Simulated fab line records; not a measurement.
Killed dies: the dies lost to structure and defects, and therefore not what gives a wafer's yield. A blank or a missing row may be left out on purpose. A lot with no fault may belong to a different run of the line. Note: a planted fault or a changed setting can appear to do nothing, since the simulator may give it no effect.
Chamber matching :: flow gf180mcu :: GF_V5_CVD_02 on pecvd-02 has 3 sister chambers
The step deposits SiO2 from TEOS, target thk 1450 nm, time 163.28 s. 6 wafers are shown with their chamber, then 10 later ones without.

## WAFERS WITH THEIR CHAMBER
wafer: L076.5
chamber: 0
heater power w (W): 572

wafer: L081.6
chamber: 1
heater power w (W): 603

wafer: L083.1
chamber: 0
heater power w (W): 704

wafer: L083.4
chamber: 2
heater power w (W): 799

wafer: L087.1
chamber: 1
heater power w (W): 684

wafer: L087.2
chamber: 2
heater power w (W): 673

## WAFERS WITHOUT THEIR CHAMBER
wafer: L087.3
heater power w (W): 667

wafer: L087.4
heater power w (W): 758

wafer: L087.5
heater power w (W): 759

wafer: L087.6
heater power w (W): 576

wafer: L093.3
heater power w (W): 779

wafer: L093.5
heater power w (W): 799

wafer: L093.6
heater power w (W): 620

wafer: L097.1
heater power w (W): 598

wafer: L097.5
heater power w (W): 746

wafer: L097.6
heater power w (W): 686

## THE CHAMBER EACH PASSED THROUGH
wafer: L087.3
from the rows above: can't be placed: 1 or 0 or 2
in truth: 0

wafer: L087.4
from the rows above: can't be placed: 2 or 1 or 0
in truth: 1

wafer: L087.5
from the rows above: can't be placed: 2 or 1 or 0
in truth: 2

wafer: L087.6
from the rows above: can't be placed: 0 or 1 or 2
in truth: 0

wafer: L093.3
from the rows above: can't be placed: 2 or 1 or 0
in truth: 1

wafer: L093.5
from the rows above: can't be placed: 2 or 1 or 0
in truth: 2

wafer: L093.6
from the rows above: can't be placed: 0 or 1 or 2
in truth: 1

wafer: L097.1
from the rows above: can't be placed: 0 or 1 or 2
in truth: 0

wafer: L097.5
from the rows above: can't be placed: 2 or 1 or 0
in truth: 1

wafer: L097.6
from the rows above: can't be placed: 1 or 0 or 2
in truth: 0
0 of 10 placed correctly. Can't be placed from these rows: 10 (the true chamber is among the candidates in 10). 0 placed wrongly.
How it was worked out, from the rows above alone: a wafer's distance from a chamber is the root of the sum, over the readings, of the square of ((its reading less the chamber's mean) divided by the reading's scatter). The wafer belongs to the nearest chamber; if the next one is less than 2 further off, it can't be placed. For every chamber, the mean is computed from those of its wafers that are shown. How the scatter is found: for the shown wafers, subtract from each reading the mean of its chamber, square and add these, divide the total by (wafers less chambers), then take the root.
